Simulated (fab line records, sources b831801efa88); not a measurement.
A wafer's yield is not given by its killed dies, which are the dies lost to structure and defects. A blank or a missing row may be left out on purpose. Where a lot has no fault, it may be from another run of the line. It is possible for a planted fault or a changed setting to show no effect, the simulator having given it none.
Matching of chambers	flow sky130	rie_si-02 running SKY_FIELD_ISO_ETCH_17: 4 sister chambers
The step etches Si in HBr/Cl2/O2, target depth 342 nm, time 97.7 s. 4 wafers are shown with their chamber, then 7 later ones without.

EACH WAFER AND ITS CHAMBER
wafer	chamber	oes_product_au (a.u.)
L939.6	1	1.017
L942.4	2	0.988
L944.2	0	1.010
L944.5	3	0.995

WAFERS WITH NO CHAMBER GIVEN
wafer	oes_product_au (a.u.)
L944.6	1.006
L946.1	0.985
L946.3	1.005
L946.4	1.000
L948.3	0.994
L948.5	1.004
L948.6	0.997

WHICH CHAMBER EACH WENT THROUGH
wafer	from the rows above	in truth
L944.6	can't be placed: 0 or 1 or 3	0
L946.1	can't be placed: 2 or 3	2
L946.3	can't be placed: 0 or 3 or 1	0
L946.4	can't be placed: 3 or 0 or 2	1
L948.3	can't be placed: 3 or 2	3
L948.5	can't be placed: 0 or 3 or 1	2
L948.6	can't be placed: 3 or 2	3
Placed correctly: 0 of 7. Unplaceable from these rows: 7, with the true chamber sitting among the candidates in 5. 0 placed wrongly.
How it was worked out, from the rows above alone: a wafer's distance from a chamber is the root of the sum, over the readings, of the square of ((its reading less the chamber's mean) divided by the reading's scatter). The wafer belongs to the nearest chamber; if the next one is less than 2 further off, it can't be placed. A chamber's mean is the mean of its shown wafers. The scatter (one wafer shown for each chamber): square how far every hidden wafer sits from the nearest shown wafer, average those squares and take the square root.
